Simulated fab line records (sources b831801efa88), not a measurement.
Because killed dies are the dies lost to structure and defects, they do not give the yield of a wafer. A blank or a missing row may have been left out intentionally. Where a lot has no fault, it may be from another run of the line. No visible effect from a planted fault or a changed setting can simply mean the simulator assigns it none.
Chamber matching / flow gf180mcu / GF_V2_ETCH_16 on rieDiel-03: 4 sister chambers
The step etches BARC in N2/H2. 4 wafers are shown with their chamber, then 9 later ones without.

## WAFERS, EACH WITH ITS CHAMBER
wafer=L087.6; chamber=1; drypumpMotorCurrentA (A)=6.2
wafer=L088.1; chamber=0; drypumpMotorCurrentA (A)=5.3
wafer=L088.2; chamber=3; drypumpMotorCurrentA (A)=5.3
wafer=L088.3; chamber=2; drypumpMotorCurrentA (A)=6.1

## WAFERS WHOSE CHAMBER IS MISSING
wafer=L092.1; drypumpMotorCurrentA (A)=5.3
wafer=L092.3; drypumpMotorCurrentA (A)=6.1
wafer=L092.6; drypumpMotorCurrentA (A)=6.0
wafer=L096.1; drypumpMotorCurrentA (A)=6.1
wafer=L096.2; drypumpMotorCurrentA (A)=5.3
wafer=L096.5; drypumpMotorCurrentA (A)=5.3
wafer=L097.1; drypumpMotorCurrentA (A)=5.3
wafer=L097.2; drypumpMotorCurrentA (A)=6.2
wafer=L097.4; drypumpMotorCurrentA (A)=5.3

## WHICH CHAMBER EACH ONE RAN IN
wafer=L092.1; from the rows above=can't be placed: 0 or 3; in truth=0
wafer=L092.3; from the rows above=2; in truth=2
wafer=L092.6; from the rows above=2; in truth=2
wafer=L096.1; from the rows above=2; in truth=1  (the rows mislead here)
wafer=L096.2; from the rows above=can't be placed: 0 or 3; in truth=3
wafer=L096.5; from the rows above=can't be placed: 0 or 3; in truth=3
wafer=L097.1; from the rows above=can't be placed: 0 or 3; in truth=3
wafer=L097.2; from the rows above=1; in truth=1
wafer=L097.4; from the rows above=can't be placed: 0 or 3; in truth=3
Correctly placed: 3 of 9. From these rows, 5 cannot be placed; in 5 the true chamber is one of the candidates. Wrongly placed: 1.
How it was worked out, from the rows above alone: a wafer's distance from a chamber is the root of the sum, over the readings, of the square of ((its reading less the chamber's mean) divided by the reading's scatter). The wafer belongs to the nearest chamber; if the next one is less than 2 further off, it can't be placed. A chamber's mean is the mean of its shown wafers. The scatter: root of mean squared gap, hidden wafer to nearest shown wafer, with one shown wafer a chamber.
